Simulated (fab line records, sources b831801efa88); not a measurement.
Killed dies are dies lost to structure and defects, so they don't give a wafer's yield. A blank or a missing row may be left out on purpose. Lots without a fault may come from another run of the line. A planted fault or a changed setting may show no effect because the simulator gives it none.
Chamber matching | flow gf180mcu | GF_V4_CMP_04 on cmp-02: 4 sister chambers
The step polishes SiO2. 14 wafers are shown with their chamber, then 7 later ones without.

WAFERS WITH THEIR CHAMBER
wafer  | chamber | motor_current_A (A) | slurry_filter_dp_kPa (kPa) | time_to_endpoint_s (s)
L409.4 | 3       | 11.6                | 13.23                      | 78
L409.5 | 0       | 13.3                | 13.59                      | 89
L409.6 | 3       | 11.2                | 13.38                      | 76
L411.2 | 3       | 11.6                | 13.53                      | 72
L411.4 | 2       | 10.9                | 13.51                      | 79
L411.6 | 3       | 11.7                | 13.43                      | 79
L412.3 | 2       | 10.8                | 13.57                      | 85
L412.4 | 3       | 11.2                | 13.49                      | 83
L412.6 | 2       | 11.6                | 13.40                      | 87
L416.3 | 2       | 10.7                | 13.40                      | 88
L416.4 | 1       | 10.2                | 13.19                      | 86
L416.6 | 3       | 11.8                | 13.58                      | 88
L425.3 | 2       | 11.4                | 13.52                      | 84
L425.4 | 0       | 13.0                | 13.50                      | 90

SIGNATURES (means of the wafers above)
reading              | chamber 0 | chamber 1 | chamber 2 | chamber 3 | scatter within a chamber
motor_current_A      | 13.150    | 10.200    | 11.080    | 11.517    | 0.316
slurry_filter_dp_kPa | 13.5450   | 13.1900   | 13.4800   | 13.4400   | 0.103
time_to_endpoint_s   | 89.50     | 86.00     | 84.60     | 79.33     | 4.53
Rule: a wafer's distance from a chamber is the root of the sum, over the readings, of the square of ((its reading less the chamber's mean) divided by the reading's scatter). The wafer belongs to the nearest chamber; if the next one is less than 2 further off, it can't be placed. The scatter: the root of (the sum of the squares of (reading less its chamber's mean) over the shown wafers, divided by (wafers less chambers)).

WAFERS WITHOUT THEIR CHAMBER
wafer  | motor_current_A (A) | slurry_filter_dp_kPa (kPa) | time_to_endpoint_s (s)
L425.6 | 11.6                | 13.42                      | 84
L426.3 | 10.8                | 13.50                      | 89
L426.4 | 10.2                | 13.46                      | 84
L426.5 | 12.0                | 13.58                      | 86
L427.2 | 10.6                | 13.43                      | 86
L427.4 | 11.6                | 13.59                      | 87
L427.6 | 10.8                | 13.24                      | 93

WHICH CHAMBER EACH WENT THROUGH
wafer  | from the rows above          | in truth
L425.6 | can't be placed: 3 or 2      | 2
L426.3 | can't be placed: 2 or 3      | 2
L426.4 | can't be placed: 1 or 2 or 3 | 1
L426.5 | can't be placed: 3 or 2 or 0 | 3
L427.2 | can't be placed: 2 or 1 or 3 | 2
L427.4 | can't be placed: 2 or 3      | 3
L427.6 | can't be placed: 1 or 2 or 3 | 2
Placed correctly: 0 of 7. Can't be placed from these rows: 7 (the true chamber is among the candidates in 7). Placed wrongly: 0.
